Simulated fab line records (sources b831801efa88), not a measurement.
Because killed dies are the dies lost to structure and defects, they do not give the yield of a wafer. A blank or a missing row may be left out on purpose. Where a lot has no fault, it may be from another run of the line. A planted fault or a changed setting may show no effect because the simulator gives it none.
fab line records / flow sfqLine
[record] lots = 7 wafers = 21 lastDay = 83
route steps=325 shown I0@54 M1@58
lots that met no fault: taken from a fault-free run of the same line
startH: start of the lot's first displayed wafer, in hours after the record's first day / waitH: hours from the lot's prior step to this one / " as in the row above / L1.1+2: one row covering several wafers at once / - no value, or no start was given / * or withheld: withheld / < > ~ a bound
route shown NAME@n: NAME is a module with steps in the file, n the number in the route of the first one / usual: the fault-free wafers' mean and standard deviation / same: alike in all rows / chamber/n: place in a boat / sites: each site's reading / _std_site: the standard deviation of these / _edge_site: outer sites' mean less inner sites' / radiusMm: for every site, how far away it sits from the centre of the wafer / mask NAME#n: copy n / behind: tool/chamber where the wafer was last shaped / hold: what put the lot on hold/how long, in hours/how the hold closed / device: the transistor (n, p or np) that didn't switch / end of line: at the end of the route, the tests of the same wafers / a step with no rows: only its recipe / killed: not the wafer's yield, but the dies lost to structure and defects at the first sort / map: per-die view of a wafer (x killed, . not killed, _ where there is no die)
set.NAME: the setting as run; set.NAME@STEP: as run at that earlier step / model.NAME: the simulator's own value behind a step, which no gauge read
certain route steps with their lots: each step a table, each wafer a row
services: the hour from which a tool's chamber was out of use, counted from the record's first day as startH (under 0 if before that day), plus the number of hours and why
[[steps]]
[step SFQ_TRILAYER_I0_VIA_BARC_OPEN_VIA_ETCH_046]
[recipe] maskMaterial = PR chemistry = O2 targetDepthNm = 125 target = BARC sourceW = 500 biasW = 80 pressureMtorr = 30 timeS = 41.7
[usual] drypumpMotorCurrentA = 5.81/0.29 oesProductAu = 0.685/0.0047
lot.wafer=L831.1 tool=rieDiel-02 chamber=3 startH=281.54 waitH=0.0 drypumpMotorCurrentA=6.50 oesProductAu=0.683 rfHoursCounterH=107
lot.wafer=L831.3 tool=rieDiel-02 chamber=2 startH=281.54 waitH=0.0 drypumpMotorCurrentA=5.32 oesProductAu=0.676 rfHoursCounterH=38
lot.wafer=L831.6 tool=rieDiel-02 chamber=3 startH=281.54 waitH=0.0 drypumpMotorCurrentA=6.46 oesProductAu=0.687 rfHoursCounterH=-
lot.wafer=L835.1 tool=rieDiel-04 chamber=2 startH=308.34 waitH=0.0 drypumpMotorCurrentA=5.97 oesProductAu=0.684 rfHoursCounterH=5
lot.wafer=L835.3 tool=rieDiel-04 chamber=1 startH=308.34 waitH=0.0 drypumpMotorCurrentA=6.07 oesProductAu=0.686 rfHoursCounterH=65
lot.wafer=L835.4 tool=rieDiel-04 chamber=0 startH=308.34 waitH=0.0 drypumpMotorCurrentA=5.53 oesProductAu=0.679 rfHoursCounterH=52
lot.wafer=L836.3 tool=rieDiel-02 chamber=2 startH=321.19 waitH=0.0 drypumpMotorCurrentA=5.29 oesProductAu=0.685 rfHoursCounterH=39
lot.wafer=L836.4 tool=rieDiel-02 chamber=1 startH=321.19 waitH=0.0 drypumpMotorCurrentA=5.96 oesProductAu=0.683 rfHoursCounterH=2
lot.wafer=L836.6 tool=rieDiel-02 chamber=2 startH=321.19 waitH=0.0 drypumpMotorCurrentA=5.28 oesProductAu=0.689 rfHoursCounterH=-
lot.wafer=L837.1 tool=rieDiel-04 chamber=2 startH=338.07 waitH=0.0 drypumpMotorCurrentA=5.97 oesProductAu=0.690 rfHoursCounterH=5
lot.wafer=L837.5 tool=rieDiel-04 chamber=1 startH=338.07 waitH=0.0 drypumpMotorCurrentA=6.10 oesProductAu=0.681 rfHoursCounterH=-
lot.wafer=L837.6 tool=rieDiel-04 chamber=2 startH=338.07 waitH=0.0 drypumpMotorCurrentA=6.02 oesProductAu=0.690 rfHoursCounterH=-
lot.wafer=L848.1 tool=rieDiel-02 chamber=0 startH=431.43 waitH=0.0 drypumpMotorCurrentA=5.58 oesProductAu=0.682 rfHoursCounterH=2
lot.wafer=L848.2 tool=rieDiel-02 chamber=2 startH=431.43 waitH=0.0 drypumpMotorCurrentA=5.31 oesProductAu=0.677 rfHoursCounterH=41
lot.wafer=L848.4 tool=rieDiel-02 chamber=2 startH=431.43 waitH=0.0 drypumpMotorCurrentA=5.31 oesProductAu=0.687 rfHoursCounterH=-
lot.wafer=L851.1 tool=rieDiel-04 chamber=1 startH=455.43 waitH=0.0 drypumpMotorCurrentA=6.06 oesProductAu=0.694 rfHoursCounterH=68
lot.wafer=L851.2 tool=rieDiel-04 chamber=3 startH=455.43 waitH=0.0 drypumpMotorCurrentA=5.92 oesProductAu=0.691 rfHoursCounterH=9
lot.wafer=L851.6 tool=rieDiel-04 chamber=2 startH=455.43 waitH=0.0 drypumpMotorCurrentA=6.00 oesProductAu=0.683 rfHoursCounterH=-
lot.wafer=L854.2 tool=rieDiel-01 chamber=0 startH=480.81 waitH=0.0 drypumpMotorCurrentA=6.02 oesProductAu=0.690 rfHoursCounterH=4
lot.wafer=L854.4 tool=rieDiel-01 chamber=2 startH=480.81 waitH=0.0 drypumpMotorCurrentA=5.56 oesProductAu=0.684 rfHoursCounterH=1
lot.wafer=L854.6 tool=rieDiel-01 chamber=1 startH=480.81 waitH=0.0 drypumpMotorCurrentA=5.58 oesProductAu=0.682 rfHoursCounterH=-
[step SFQ_TRILAYER_I0_VIA_ETCH_VIA_ETCH_034]
[recipe] target = SiO2 stopOn = Nb maskMaterial = PR taperDeg = 20 chemistry = CHF3 targetDepthNm = 260 sourceW = 500 biasW = 80 pressureMtorr = 30 timeS = withheld
[usual] drypumpMotorCurrentA = 5.81/0.29 oesProductAu = 0.856/0.005
lot.wafer=L831.1 tool=rieDiel-02 chamber=3 startH=281.58 waitH=0.0 drypumpMotorCurrentA=6.45 oesProductAu=0.862
lot.wafer=L831.3 tool=rieDiel-02 chamber=2 startH=281.58 waitH=0.0 drypumpMotorCurrentA=5.27 oesProductAu=0.853
lot.wafer=L831.6 tool=rieDiel-02 chamber=3 startH=281.58 waitH=0.0 drypumpMotorCurrentA=6.44 oesProductAu=0.856
lot.wafer=L835.1 tool=rieDiel-04 chamber=2 startH=308.38 waitH=0.0 drypumpMotorCurrentA=5.99 oesProductAu=0.853
lot.wafer=L835.3 tool=rieDiel-04 chamber=1 startH=308.38 waitH=0.0 drypumpMotorCurrentA=6.05 oesProductAu=0.846
lot.wafer=L835.4 tool=rieDiel-04 chamber=0 startH=308.38 waitH=0.0 drypumpMotorCurrentA=5.51 oesProductAu=0.855
lot.wafer=L836.3 tool=rieDiel-02 chamber=2 startH=321.23 waitH=0.0 drypumpMotorCurrentA=5.30 oesProductAu=0.854
lot.wafer=L836.4 tool=rieDiel-02 chamber=1 startH=321.23 waitH=0.0 drypumpMotorCurrentA=5.95 oesProductAu=0.860
lot.wafer=L836.6 tool=rieDiel-02 chamber=2 startH=321.23 waitH=0.0 drypumpMotorCurrentA=5.32 oesProductAu=0.854
lot.wafer=L837.1 tool=rieDiel-04 chamber=2 startH=338.11 waitH=0.0 drypumpMotorCurrentA=5.99 oesProductAu=0.857
lot.wafer=L837.5 tool=rieDiel-04 chamber=1 startH=338.11 waitH=0.0 drypumpMotorCurrentA=6.11 oesProductAu=0.857
lot.wafer=L837.6 tool=rieDiel-04 chamber=2 startH=338.11 waitH=0.0 drypumpMotorCurrentA=5.99 oesProductAu=0.862
lot.wafer=L848.1 tool=rieDiel-02 chamber=0 startH=431.47 waitH=0.0 drypumpMotorCurrentA=5.54 oesProductAu=0.852
lot.wafer=L848.2 tool=rieDiel-02 chamber=2 startH=431.47 waitH=0.0 drypumpMotorCurrentA=5.29 oesProductAu=0.860
lot.wafer=L848.4 tool=rieDiel-02 chamber=2 startH=431.47 waitH=0.0 drypumpMotorCurrentA=5.27 oesProductAu=0.853
lot.wafer=L851.1 tool=rieDiel-04 chamber=1 startH=455.47 waitH=0.0 drypumpMotorCurrentA=6.00 oesProductAu=0.864
lot.wafer=L851.2 tool=rieDiel-04 chamber=3 startH=455.47 waitH=0.0 drypumpMotorCurrentA=5.92 oesProductAu=0.864
lot.wafer=L851.6 tool=rieDiel-04 chamber=2 startH=455.47 waitH=0.0 drypumpMotorCurrentA=5.99 oesProductAu=0.861
lot.wafer=L854.2 tool=rieDiel-01 chamber=0 startH=480.85 waitH=0.0 drypumpMotorCurrentA=6.02 oesProductAu=0.866
lot.wafer=L854.4 tool=rieDiel-01 chamber=2 startH=480.85 waitH=0.0 drypumpMotorCurrentA=5.56 oesProductAu=0.861
lot.wafer=L854.6 tool=rieDiel-01 chamber=1 startH=480.85 waitH=0.0 drypumpMotorCurrentA=5.61 oesProductAu=0.850
[step SFQ_TRILAYER_I0_VIA_STRIP_STRIP_035]
[recipe] gas = O2 powerW = 200 platenTempC = 40 overashFraction = 0.65 chemistry = O2 pressureMtorr = 50
[usual] drypumpMotorCurrentA = 5.3/0.33 oesProductAu = 1.005/0.0091
lot.wafer=L831.1 tool=rieMetal-02 chamber=1 startH=281.70 waitH=- drypumpMotorCurrentA=5.3 oesProductAu=0.995 rfHoursCounterH=118
lot.wafer=L831.3 tool=rieMetal-02 chamber=1 startH=281.70 waitH=- drypumpMotorCurrentA=5.2 oesProductAu=1.001 rfHoursCounterH=-
lot.wafer=L831.6 tool=rieMetal-02 chamber=1 startH=281.70 waitH=- drypumpMotorCurrentA=5.3 oesProductAu=0.999 rfHoursCounterH=-
lot.wafer=L835.1 tool=rieMetal-02 chamber=1 startH=308.49 waitH=- drypumpMotorCurrentA=5.3 oesProductAu=0.998 rfHoursCounterH=123
lot.wafer=L835.3 tool=rieMetal-02 chamber=0 startH=308.49 waitH=- drypumpMotorCurrentA=5.3 oesProductAu=0.996 rfHoursCounterH=-
lot.wafer=L835.4 tool=rieMetal-02 chamber=1 startH=308.49 waitH=- drypumpMotorCurrentA=5.3 oesProductAu=0.989 rfHoursCounterH=-
lot.wafer=L836.3 tool=rieMetal-01 chamber=1 startH=321.55 waitH=- drypumpMotorCurrentA=5.6 oesProductAu=1.000 rfHoursCounterH=-
lot.wafer=L836.4 tool=rieMetal-01 chamber=0 startH=321.55 waitH=- drypumpMotorCurrentA=5.2 oesProductAu=1.004 rfHoursCounterH=-
lot.wafer=L836.6 tool=rieMetal-01 chamber=1 startH=321.55 waitH=- drypumpMotorCurrentA=5.6 oesProductAu=1.018 rfHoursCounterH=-
lot.wafer=L837.1 tool=rieMetal-03 chamber=0 startH=338.22 waitH=- drypumpMotorCurrentA=4.8 oesProductAu=1.016 rfHoursCounterH=8
lot.wafer=L837.5 tool=rieMetal-03 chamber=0 startH=338.22 waitH=- drypumpMotorCurrentA=4.8 oesProductAu=1.005 rfHoursCounterH=-
lot.wafer=L837.6 tool=rieMetal-03 chamber=1 startH=338.22 waitH=- drypumpMotorCurrentA=5.8 oesProductAu=1.017 rfHoursCounterH=-
lot.wafer=L848.1 tool=rieMetal-03 chamber=0 startH=431.58 waitH=- drypumpMotorCurrentA=4.7 oesProductAu=1.007 rfHoursCounterH=25
lot.wafer=L848.2 tool=rieMetal-03 chamber=1 startH=431.58 waitH=- drypumpMotorCurrentA=5.8 oesProductAu=1.014 rfHoursCounterH=65
lot.wafer=L848.4 tool=rieMetal-03 chamber=0 startH=431.58 waitH=- drypumpMotorCurrentA=4.8 oesProductAu=1.021 rfHoursCounterH=-
lot.wafer=L851.1 tool=rieMetal-02 chamber=0 startH=455.58 waitH=- drypumpMotorCurrentA=5.3 oesProductAu=0.985 rfHoursCounterH=101
lot.wafer=L851.2 tool=rieMetal-02 chamber=1 startH=455.58 waitH=- drypumpMotorCurrentA=5.2 oesProductAu=1.005 rfHoursCounterH=151
lot.wafer=L851.6 tool=rieMetal-02 chamber=1 startH=455.58 waitH=- drypumpMotorCurrentA=5.3 oesProductAu=0.993 rfHoursCounterH=-
lot.wafer=L854.2 tool=rieMetal-01 chamber=1 startH=480.96 waitH=- drypumpMotorCurrentA=5.6 oesProductAu=1.004 rfHoursCounterH=98
lot.wafer=L854.4 tool=rieMetal-01 chamber=0 startH=480.96 waitH=- drypumpMotorCurrentA=5.2 oesProductAu=0.999 rfHoursCounterH=-
lot.wafer=L854.6 tool=rieMetal-01 chamber=1 startH=480.96 waitH=- drypumpMotorCurrentA=5.6 oesProductAu=1.022 rfHoursCounterH=-
[step SFQ_TRILAYER_I0_VIA_STRIP_SOLV_CLEAN_036]
[recipe] chemistry = NMP tempC = 70 timeS = 600
[step SFQ_TRILAYER_M1_DEP_PRE_CLEAN_038]
[recipe] gas = Ar timeS = 22.5 biasV = 250
[step SFQ_TRILAYER_M1_DEP_SPUTTER_037]
[recipe] material = Nb basePressurePa = 1.33e-06 chamberPressurePa = 0.1333 substrateTempC = 20 resputterCathodeVoltageV = 400 targetThkNm = 200 powerW = 2000 timeS = 133.3
[usual] resputterCathodeVoltageV = 400/4.4 throttleValvePct = 29.8/0.99
lot.wafer=L831.1 tool=pvdSputter-06 chamber=- startH=282.50 waitH=0.0 resputterCathodeVoltageV=406 throttleValvePct=28.5
lot.wafer=L831.3 tool=pvdSputter-06 chamber=- startH=282.50 waitH=0.0 resputterCathodeVoltageV=403 throttleValvePct=30.5
lot.wafer=L831.6 tool=pvdSputter-06 chamber=- startH=282.50 waitH=0.0 resputterCathodeVoltageV=398 throttleValvePct=30.2
lot.wafer=L835.1 tool=pvdSputter-04 chamber=- startH=309.30 waitH=0.0 resputterCathodeVoltageV=401 throttleValvePct=31.0
lot.wafer=L835.3 tool=pvdSputter-04 chamber=- startH=309.30 waitH=0.0 resputterCathodeVoltageV=401 throttleValvePct=28.0
lot.wafer=L835.4 tool=pvdSputter-04 chamber=- startH=309.30 waitH=0.0 resputterCathodeVoltageV=402 throttleValvePct=30.6
lot.wafer=L836.3 tool=pvdSputter-06 chamber=- startH=322.15 waitH=0.0 resputterCathodeVoltageV=401 throttleValvePct=30.6
lot.wafer=L836.4 tool=pvdSputter-06 chamber=- startH=322.15 waitH=0.0 resputterCathodeVoltageV=400 throttleValvePct=30.5
lot.wafer=L836.6 tool=pvdSputter-06 chamber=- startH=322.15 waitH=0.0 resputterCathodeVoltageV=404 throttleValvePct=30.5
lot.wafer=L837.1 tool=pvdSputter-06 chamber=- startH=339.03 waitH=0.0 resputterCathodeVoltageV=397 throttleValvePct=30.5
lot.wafer=L837.5 tool=pvdSputter-06 chamber=- startH=339.03 waitH=0.0 resputterCathodeVoltageV=404 throttleValvePct=30.7
lot.wafer=L837.6 tool=pvdSputter-06 chamber=- startH=339.03 waitH=0.0 resputterCathodeVoltageV=397 throttleValvePct=30.4
lot.wafer=L848.1 tool=pvdSputter-06 chamber=- startH=432.38 waitH=0.0 resputterCathodeVoltageV=399 throttleValvePct=30.6
lot.wafer=L848.2 tool=pvdSputter-06 chamber=- startH=432.38 waitH=0.0 resputterCathodeVoltageV=405 throttleValvePct=30.3
lot.wafer=L848.4 tool=pvdSputter-06 chamber=- startH=432.38 waitH=0.0 resputterCathodeVoltageV=393 throttleValvePct=28.9
lot.wafer=L851.1 tool=pvdSputter-06 chamber=- startH=456.38 waitH=0.0 resputterCathodeVoltageV=402 throttleValvePct=28.9
lot.wafer=L851.2 tool=pvdSputter-06 chamber=- startH=456.38 waitH=0.0 resputterCathodeVoltageV=407 throttleValvePct=30.7
lot.wafer=L851.6 tool=pvdSputter-06 chamber=- startH=456.38 waitH=0.0 resputterCathodeVoltageV=397 throttleValvePct=28.9
lot.wafer=L854.2 tool=pvdSputter-04 chamber=- startH=481.77 waitH=0.0 resputterCathodeVoltageV=397 throttleValvePct=30.8
lot.wafer=L854.4 tool=pvdSputter-04 chamber=- startH=481.77 waitH=0.0 resputterCathodeVoltageV=400 throttleValvePct=28.3
lot.wafer=L854.6 tool=pvdSputter-04 chamber=- startH=481.77 waitH=0.0 resputterCathodeVoltageV=400 throttleValvePct=30.6
[step SFQ_M1_RS_MEAS_909]
[recipe] thkMeasGauge = four-point-probe reads = Nb_of_TRILAYER_M1_DEP_SPUTTER_037
[usual] M1_NB_RS = 0.889/0.0087
lot.wafer=L831.1 tool=filmMetro-02 chamber=- startH=282.59 waitH=0.0 M1_NB_RS[ohm/sq]=0.894
lot.wafer=L831.3 tool=filmMetro-02 chamber=- startH=282.59 waitH=0.0 M1_NB_RS[ohm/sq]=0.899
lot.wafer=L831.6 tool=filmMetro-02 chamber=- startH=282.59 waitH=0.0 M1_NB_RS[ohm/sq]=0.907
lot.wafer=L835.1 tool=filmMetro-02 chamber=- startH=309.39 waitH=0.0 M1_NB_RS[ohm/sq]=0.903
lot.wafer=L835.3 tool=filmMetro-02 chamber=- startH=309.39 waitH=0.0 M1_NB_RS[ohm/sq]=0.903
lot.wafer=L835.4 tool=filmMetro-02 chamber=- startH=309.39 waitH=0.0 M1_NB_RS[ohm/sq]=0.913
lot.wafer=L836.3 tool=filmMetro-04 chamber=- startH=322.28 waitH=0.1 M1_NB_RS[ohm/sq]=0.896
lot.wafer=L836.4 tool=filmMetro-04 chamber=- startH=322.28 waitH=0.1 M1_NB_RS[ohm/sq]=0.908
lot.wafer=L836.6 tool=filmMetro-04 chamber=- startH=322.28 waitH=0.1 M1_NB_RS[ohm/sq]=0.910
lot.wafer=L837.1 tool=filmMetro-02 chamber=- startH=339.12 waitH=0.0 M1_NB_RS[ohm/sq]=0.890
lot.wafer=L837.5 tool=filmMetro-02 chamber=- startH=339.12 waitH=0.0 M1_NB_RS[ohm/sq]=0.885
lot.wafer=L837.6 tool=filmMetro-02 chamber=- startH=339.12 waitH=0.0 M1_NB_RS[ohm/sq]=0.892
lot.wafer=L848.1 tool=filmMetro-03 chamber=- startH=432.48 waitH=0.0 M1_NB_RS[ohm/sq]=0.870
lot.wafer=L848.2 tool=filmMetro-03 chamber=- startH=432.48 waitH=0.0 M1_NB_RS[ohm/sq]=0.880
lot.wafer=L848.4 tool=filmMetro-03 chamber=- startH=432.48 waitH=0.0 M1_NB_RS[ohm/sq]=0.872
lot.wafer=L851.1 tool=filmMetro-02 chamber=- startH=456.48 waitH=0.0 M1_NB_RS[ohm/sq]=0.882
lot.wafer=L851.2 tool=filmMetro-02 chamber=- startH=456.48 waitH=0.0 M1_NB_RS[ohm/sq]=0.883
lot.wafer=L851.6 tool=filmMetro-02 chamber=- startH=456.48 waitH=0.0 M1_NB_RS[ohm/sq]=0.879
lot.wafer=L854.2 tool=filmMetro-02 chamber=- startH=481.88 waitH=0.1 M1_NB_RS[ohm/sq]=0.892
lot.wafer=L854.4 tool=filmMetro-02 chamber=- startH=481.88 waitH=0.1 M1_NB_RS[ohm/sq]=0.889
lot.wafer=L854.6 tool=filmMetro-02 chamber=- startH=481.88 waitH=0.1 M1_NB_RS[ohm/sq]=0.888
[step SFQ_TRILAYER_M1_LITHO_COAT_044]
[recipe] resist = BARC spinRpm = 3000 resistThkNm = 62
[step SFQ_TRILAYER_M1_LITHO_COAT_039]
[recipe] resist = KrF spinRpm = 3000 resistThkNm = 600
[step SFQ_TRILAYER_M1_LITHO_SOFTBAKE_043]
[recipe] tempC = withheld timeS = withheld resist = KrF
[step SFQ_TRILAYER_M1_LITHO_EXPOSE_040]
[recipe] maskId = M1 na = 0.6 sourceShape = conventional sigmaOuter = 0.65 targetCdNm = 500 doseMj = 14.4
[step SFQ_TRILAYER_M1_LITHO_PEB_042]
[recipe] pebTempC = 115 pebTimeS = 60 resist = KrF
[usual] chillPlateTempC = 23.00/0.11 exhaustPa = 45.1/0.92
lot.wafer=L831.1 tool=lithoTrack-02 chamber=0 startH=387.89 waitH=1.0 chillPlateTempC=23.03 exhaustPa=46.5
lot.wafer=L831.3 tool=lithoTrack-02 chamber=0 startH=387.89 waitH=1.0 chillPlateTempC=22.87 exhaustPa=46.7
lot.wafer=L831.6 tool=lithoTrack-02 chamber=0 startH=387.89 waitH=1.0 chillPlateTempC=22.91 exhaustPa=45.7
lot.wafer=L835.1 tool=lithoTrack-04 chamber=- startH=426.29 waitH=1.0 chillPlateTempC=- exhaustPa=-
lot.wafer=L835.3 tool=lithoTrack-04 chamber=- startH=426.29 waitH=1.0 chillPlateTempC=- exhaustPa=-
lot.wafer=L835.4 tool=lithoTrack-04 chamber=- startH=426.29 waitH=1.0 chillPlateTempC=- exhaustPa=-
lot.wafer=L836.3 tool=lithoTrack-04 chamber=- startH=439.54 waitH=0.7 chillPlateTempC=- exhaustPa=-
lot.wafer=L836.4 tool=lithoTrack-04 chamber=- startH=439.54 waitH=0.7 chillPlateTempC=- exhaustPa=-
lot.wafer=L836.6 tool=lithoTrack-04 chamber=- startH=439.54 waitH=0.7 chillPlateTempC=- exhaustPa=-
lot.wafer=L837.1 tool=lithoTrack-02 chamber=- startH=458.69 waitH=1.0 chillPlateTempC=- exhaustPa=-
lot.wafer=L837.5 tool=lithoTrack-02 chamber=- startH=458.69 waitH=1.0 chillPlateTempC=- exhaustPa=-
lot.wafer=L837.6 tool=lithoTrack-02 chamber=- startH=458.69 waitH=1.0 chillPlateTempC=- exhaustPa=-
lot.wafer=L848.1 tool=lithoTrack-04 chamber=0 startH=577.12 waitH=1.0 chillPlateTempC=22.82 exhaustPa=45.0
lot.wafer=L848.2 tool=lithoTrack-04 chamber=0 startH=577.12 waitH=1.0 chillPlateTempC=22.92 exhaustPa=44.6
lot.wafer=L848.4 tool=lithoTrack-04 chamber=0 startH=577.12 waitH=1.0 chillPlateTempC=22.72 exhaustPa=46.0
lot.wafer=L851.1 tool=lithoTrack-04 chamber=0 startH=605.92 waitH=1.0 chillPlateTempC=22.97 exhaustPa=46.6
lot.wafer=L851.2 tool=lithoTrack-04 chamber=0 startH=605.92 waitH=1.0 chillPlateTempC=22.98 exhaustPa=46.0
lot.wafer=L851.6 tool=lithoTrack-04 chamber=0 startH=605.92 waitH=1.0 chillPlateTempC=22.95 exhaustPa=45.8
lot.wafer=L854.2 tool=lithoTrack-02 chamber=0 startH=634.92 waitH=0.8 chillPlateTempC=22.76 exhaustPa=44.7
lot.wafer=L854.4 tool=lithoTrack-02 chamber=0 startH=634.92 waitH=0.8 chillPlateTempC=22.82 exhaustPa=44.9
lot.wafer=L854.6 tool=lithoTrack-02 chamber=0 startH=634.92 waitH=0.8 chillPlateTempC=22.78 exhaustPa=46.0
[step SFQ_TRILAYER_M1_LITHO_DEVELOP_041]
[recipe] timeS = 60 resist = KrF
[[services]]
tool=rieDiel-01 chamber=3 startH=259.51 hours=21.5 kind=repair
tool=pvdSputter-04 chamber=- startH=283.46 hours=1.9 kind=repair
tool=pvdSputter-04 chamber=- startH=288.68 hours=1.0 kind=repair
tool=rieDiel-01 chamber=- startH=294.75 hours=14.6 kind=pm
tool=rieDiel-04 chamber=- startH=297.97 hours=2.8 kind=pm
tool=rieMetal-02 chamber=0 startH=312.35 hours=1.2 kind=repair
tool=rieDiel-01 chamber=2 startH=317.17 hours=12.3 kind=repair
tool=rieDiel-04 chamber=3 startH=318.25 hours=13.4 kind=repair
tool=rieDiel-04 chamber=0 startH=333.04 hours=14.9 kind=repair
tool=rieDiel-02 chamber=3 startH=340.13 hours=123.5 kind=repair
tool=rieDiel-02 chamber=- startH=359.70 hours=2.8 kind=pm
tool=rieDiel-02 chamber=- startH=382.32 hours=0.2 kind=repair
tool=rieMetal-02 chamber=- startH=404.33 hours=0.9 kind=repair
tool=rieDiel-04 chamber=0 startH=426.37 hours=14.1 kind=repair
tool=rieDiel-04 chamber=0 startH=446.45 hours=9.3 kind=repair
tool=rieDiel-04 chamber=1 startH=477.25 hours=5.6 kind=repair
tool=rieDiel-04 chamber=3 startH=498.07 hours=8.2 kind=repair
tool=rieDiel-02 chamber=0 startH=539.72 hours=12.5 kind=repair
tool=rieMetal-02 chamber=0 startH=544.07 hours=2.0 kind=repair
tool=pvdSputter-06 chamber=- startH=550.15 hours=2.8 kind=repair
tool=rieMetal-02 chamber=- startH=606.04 hours=2.8 kind=pm
tool=rieMetal-02 chamber=- startH=621.31 hours=2.0 kind=repair
tool=rieDiel-04 chamber=2 startH=628.88 hours=43.9 kind=repair
tool=pvdSputter-06 chamber=- startH=632.87 hours=1.0 kind=repair
[[key]]
[firstSign] step = SFQ_TRILAYER_M1_LITHO_PEB_042 reading = toolRecord direction = missing
effect none on later readings
metAt SFQ_TRILAYER_M1_LITHO_PEB_042
struckWafers L835.1,L835.3,L835.4,L836.3,L836.4,L836.6,L837.1,L837.5,L837.6
onsetBetween 387.89 426.29
[fault] kind = skippedStepWhole tool = lithoTrack-02,lithoTrack-04 chamber = - onsetH = 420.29 steps = SFQ_TRILAYER_M1_LITHO_PEB_042 scope = struckLotsOnly
